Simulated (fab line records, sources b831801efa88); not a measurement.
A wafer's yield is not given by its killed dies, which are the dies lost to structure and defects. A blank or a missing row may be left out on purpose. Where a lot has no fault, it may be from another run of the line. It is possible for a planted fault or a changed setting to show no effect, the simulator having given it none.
One fault seen from 2 desks || flow gf180mcu || what lay behind the numbers comes last; until then each desk has only its own

## FROM THE METROLOGY DESK
Lot by lot, what the gauges showed, no matter which tool ran the lot: averages of those sampled wafers that carry a number. Any lot whose mean is over 4 standard deviations away from the usual mean is out of limits and marked OUT; that distance is given in the brackets.
Columns: A = SAB_OVL at GF_SAB_OVL_MEAS_10, usual 0.2 nm
{"lot": "L819", "first seen here": "day 15 05:03", "A": -0.2}
{"lot": "L820", "first seen here": "day 15 21:45", "A": -1.6}
{"lot": "L821", "first seen here": "day 15 22:02", "A": -0.8}
{"lot": "L823", "first seen here": "day 16 15:50", "A": -0.7}
{"lot": "L824", "first seen here": "day 17 01:35", "A": 1.4}
{"lot": "L826", "first seen here": "day 18 00:44", "A": 1.2}
{"lot": "L828", "first seen here": "day 18 09:53", "A": 0.1}
{"lot": "L829", "first seen here": "day 18 22:47", "A": 1.0}
{"lot": "L830", "first seen here": "day 19 07:05", "A": -0.3}
{"lot": "L831", "first seen here": "day 19 08:41", "A": -0.6}
{"lot": "L833", "first seen here": "day 20 00:59", "A": -0.1}
{"lot": "L834", "first seen here": "day 20 09:35", "A": 0.5}
{"lot": "L840", "first seen here": "day 22 07:51", "A": -0.7}
{"lot": "L842", "first seen here": "day 23 05:26", "A": -0.9}
Finding of this desk: none of the 14 lots has anything out of limits.

## THE TOOL OWNER'S DESK: rtp-anneal-02
The tool's own readings at GF_SALICIDE_RTA_08 (time 30 s): means of the sampled wafers that have a number, for each lot that ran on this tool. Any lot whose mean is over 4 standard deviations away from the usual mean is out of limits and marked OUT; that distance is given in the brackets.
Columns: A = anneal-temp-c-max at GF_SALICIDE_RTA_08, usual 803.4; B = chamber-o2-ppm at GF_SALICIDE_RTA_08, usual 1.998; C = lamp-power-pct at GF_SALICIDE_RTA_08, usual 18.2 %; D = wafer_temp_C_max at GF_SALICIDE_RTA_08, usual 806.9
{"lot": "L819", "first seen here": "day 15 05:52", "A": 803.7, "B": 2.001, "C": 16.6, "D": 807.0}
{"lot": "L820", "first seen here": "day 15 22:35", "A": 803.9, "B": 2.000, "C": 16.6, "D": 806.1}
{"lot": "L821", "first seen here": "day 15 22:51", "A": 803.8, "B": 2.005, "C": 16.6, "D": 806.8}
{"lot": "L823", "first seen here": "day 16 16:38", "A": 803.5, "B": 2.013, "C": 16.6, "D": 806.7}
{"lot": "L824", "first seen here": "day 17 02:28", "A": 802.8, "B": 1.987, "C": 16.6, "D": 807.4}
{"lot": "L826", "first seen here": "day 18 01:32", "A": 802.9, "B": 1.987, "C": 16.6, "D": 808.6}
{"lot": "L828", "first seen here": "day 18 10:41", "A": 803.2, "B": 1.998, "C": 16.6, "D": 806.8}
{"lot": "L830", "first seen here": "day 19 08:05", "A": 802.6, "B": 2.015, "C": 16.6, "D": 806.4}
Finding of this desk: none of the 8 lots has anything out of limits.

## TAKEN TOGETHER
From the metrology desk's view, nothing was out of limits.
The tool owner's desk saw nothing out of limits.

## WHAT THE SIMULATOR HAD PUT IN
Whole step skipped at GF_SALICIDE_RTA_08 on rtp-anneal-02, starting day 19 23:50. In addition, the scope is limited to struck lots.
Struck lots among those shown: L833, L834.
